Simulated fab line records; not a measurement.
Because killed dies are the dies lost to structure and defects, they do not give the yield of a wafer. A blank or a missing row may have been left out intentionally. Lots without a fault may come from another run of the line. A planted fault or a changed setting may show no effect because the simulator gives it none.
Which tool is to blame?    flow sky130    Sampling: 12 lots, 36 wafers, 5 of 708 route steps

WHAT THE GAUGES READ, wafer by wafer
The record holds no reading of a measuring or inspecting step that can be judged against a usual standard deviation.

TOOL THAT RAN EACH LOT (tool first, then ch and the chambers of the sampled wafers, then the start)
lot   SKY_METAL2_DESCUM_17               SKY_METAL2_ETCH_18                 SKY_VIA2_CVD_21                SKY_CAPM_SPUTTER_02           SKY_PAD_OPEN_PROBE_99
L336  rie metal-04 ch 0,1, day 35 19:47  rie metal-04 ch 0,1, day 35 19:50  cvd w-01 ch 0,1, day 37 00:09  pvd sputter-03, day 37 01:00  -
L337  rie metal-03 ch 0,1, day 36 01:50  rie metal-03 ch 0,1, day 36 01:53  cvd w-01 ch 0,1, day 37 05:51  pvd sputter-04, day 37 06:40  -
L338  rie metal-01 ch 0,1, day 36 03:09  rie metal-01 ch 0,1, day 36 03:11  cvd w-01 ch 0,1, day 37 07:12  pvd sputter-03, day 37 08:14  -
L339  rie metal-04 ch 0,1, day 36 12:33  rie metal-04 ch 0,1, day 36 12:35  cvd w-02 ch 0,1, day 37 16:32  pvd sputter-03, day 37 17:23  prober-02, day 46 20:13
L340  rie metal-03 ch 1, day 36 19:49    rie metal-03 ch 1, day 36 19:54    cvd w-01 ch 0,1, day 38 00:13  pvd sputter-03, day 38 01:01  -
L341  rie metal-03 ch 1, day 37 04:18    rie metal-03 ch 1, day 37 04:23    cvd w-01 ch 0,1, day 38 08:24  pvd sputter-03, day 38 09:12  prober-02, day 47 10:10
L342  rie metal-04 ch 0,1, day 37 16:33  rie metal-04 ch 0,1, day 37 16:35  cvd w-02 ch 0,1, day 38 20:05  pvd sputter-03, day 38 20:56  prober-01, day 47 18:20
L344  rie metal-04 ch 0,1, day 37 23:51  rie metal-04 ch 0,1, day 37 23:53  cvd w-02 ch 0, day 39 03:07    pvd sputter-03, day 39 04:25  prober-01, day 48 01:28
L349  rie metal-04 ch 0,1, day 39 10:33  rie metal-04 ch 0,1, day 39 10:35  cvd w-02 ch 0,1, day 40 13:23  pvd sputter-03, day 40 14:14  prober-02, day 49 02:32
L350  rie metal-04 ch 0,1, day 39 23:02  rie metal-04 ch 0,1, day 39 23:05  cvd w-02 ch 0,1, day 41 02:03  pvd sputter-03, day 41 02:51  -
L353  rie metal-03 ch 0,1, day 40 09:53  rie metal-03 ch 0,1, day 40 09:55  cvd w-02 ch 0,1, day 41 12:15  pvd sputter-03, day 41 13:06  prober-02, day 49 20:11
L354  rie metal-03 ch 0, day 41 02:50    rie metal-03 ch 0, day 41 02:53    cvd w-02 ch 0,1, day 42 05:34  pvd sputter-04, day 42 06:25  prober-01, day 50 06:35
- SKY_METAL2_DESCUM_17: chemistry O2, time 8 s.
- SKY_METAL2_ETCH_18: etches BARC in N2/H2, stops on SiO2, time 45.9 s, target depth 60 nm.
- SKY_VIA2_CVD_21: deposits W, target thk 420 nm, time 126.4 s.
- SKY_CAPM_SPUTTER_02: material TiN, target thk 200 nm, time 166.7 s.
- SKY_PAD_OPEN_PROBE_99

AS READ BY THE TOOLS THEMSELVES (means over the sampled wafers that have a number; for cases with no such wafer, the mark the record gives instead)
SKY_METAL2_DESCUM_17.
lot   tool          drypump motor current A (A)  oes product au (a.u.)
L336  rie metal-04  6.1                          1.005
L337  rie metal-03  5.7                          0.997
L338  rie metal-01  6.2                          1.006
L339  rie metal-04  5.7                          1.000
L340  rie metal-03  5.9                          0.984
L341  rie metal-03  5.9                          0.992
L342  rie metal-04  6.0                          1.008
L344  rie metal-04  5.7                          1.000
L349  rie metal-04  6.1                          1.006
L350  rie metal-04  5.7                          1.002
L353  rie metal-03  5.4                          1.001
L354  rie metal-03  5.2                          1.002

SKY_METAL2_ETCH_18.
lot   tool          drypump motor current A (A)  oes product au (a.u.)  throttle valve pct (%)
L336  rie metal-04  6.1                          0.855                  13.226
L337  rie metal-03  5.7                          0.856                  13.226
L338  rie metal-01  6.2                          0.854                  13.242
L339  rie metal-04  5.7                          0.855                  13.229
L340  rie metal-03  6.0                          0.855                  13.227
L341  rie metal-03  5.9                          0.854                  13.216
L342  rie metal-04  6.1                          0.855                  13.230
L344  rie metal-04  5.7                          0.849                  13.229
L349  rie metal-04  6.1                          0.856                  13.233
L350  rie metal-04  5.7                          0.855                  13.225
L353  rie metal-03  5.5                          0.857                  13.236
L354  rie metal-03  5.2                          0.852                  13.226

SKY_VIA2_CVD_21.
lot   tool      chamber pressure Torr (Torr)  heater power w (W)
L336  cvd w-01  40.03                         836
L337  cvd w-01  39.97                         858
L338  cvd w-01  39.91                         864
L339  cvd w-02  40.05                         908
L340  cvd w-01  40.05                         855
L341  cvd w-01  40.00                         837
L342  cvd w-02  39.94                         819
L344  cvd w-02  40.03                         750
L349  cvd w-02  39.99                         829
L350  cvd w-02  40.02                         912
L353  cvd w-02  39.07                         903
L354  cvd w-02  39.46                         848

SKY_CAPM_SPUTTER_02.
lot   tool            throttle valve pct (%)
L336  pvd sputter-03  29.3
L337  pvd sputter-04  29.0
L338  pvd sputter-03  29.4
L339  pvd sputter-03  29.4
L340  pvd sputter-03  29.0
L341  pvd sputter-03  28.6
L342  pvd sputter-03  29.4
L344  pvd sputter-03  29.7
L349  pvd sputter-03  29.4
L350  pvd sputter-03  29.7
L353  pvd sputter-03  30.0
L354  pvd sputter-04  29.2

SKY_PAD_OPEN_PROBE_99.
lot   tool       defect limited yield (%)  killed_at_M0_to_M3  killed_at_M4_up  killed at contacts  killed at front end  killed at other  killed dies  killed open  killed short  sort_bin_3_pad_short (%)  sort_bin_5_function (%)  sort_bin_6_memory (%)  sort n pass  sort yield pct (%)
L339  prober-02  83.7                      40                  3.0              22                  15                   0.7              80           41           39            0.7                       9.4                      6.1                    412          83.7
L341  prober-02  82.2                      43                  4.7              22                  17                   0.7              88           50           37            0.6                       10.8                     6.4                    404          82.2
L342  prober-01  81.4                      47                  4.0              23                  18                   0.0              92           49           42            0.7                       10.9                     7.0                    400          81.4
L344  prober-01  82.3                      50                  3.0              19                  14                   0.3              87           49           38            1.0                       9.8                      6.8                    405          82.3
L349  prober-02  82.8                      40                  3.3              24                  17                   0.3              85           44           40            1.1                       9.5                      6.6                    407          82.8
L353  prober-02  83.3                      40                  2.3              26                  13                   0.0              82           50           32            0.8                       10.6                     5.2                    410          83.3
L354  prober-01  82.4                      43                  3.3              24                  15                   0.7              86           46           40            0.9                       10.0                     6.6                    406          82.4

THE ANSWER, worked out from the rows above alone
Rule: the usual values come from the lots themselves. The widest of any qualifying gaps counts: lots, ordered by their means at a reading, are off when they make up no more than a third of the lots, leave a main group of 4 or more, and stand apart from it by 3 or more times the standard deviation of that group's means. If all means in a main group match to the digits the tables above print for the reading, that group is not used. A lot without any number at a reading at which 4 lots or more have one is off too. All remaining lots with rows at the step are treated as sound. First the gauges in route order, then the tools' own readings, where a lot's mean is used as printed above. At the first step where some lot is off, the reading lying furthest off is the one used; lots without a number count as furthest.
Off: L353, L354 (SKY_VIA2_CVD_21, chamber pressure Torr). For the main group the mean is 40.00 Torr and the standard deviation 0.045.
If a tool, at that step or one of the process steps before it, ran each lot that is off and ran no sound lot following the first of them, it fits. This does not decide it: 2 tools fit, namely rie metal-03 at SKY_METAL2_DESCUM_17 and SKY_METAL2_ETCH_18 and cvd w-02 at SKY_VIA2_CVD_21.

WHAT HAD BEEN PUT IN BY THE SIMULATOR
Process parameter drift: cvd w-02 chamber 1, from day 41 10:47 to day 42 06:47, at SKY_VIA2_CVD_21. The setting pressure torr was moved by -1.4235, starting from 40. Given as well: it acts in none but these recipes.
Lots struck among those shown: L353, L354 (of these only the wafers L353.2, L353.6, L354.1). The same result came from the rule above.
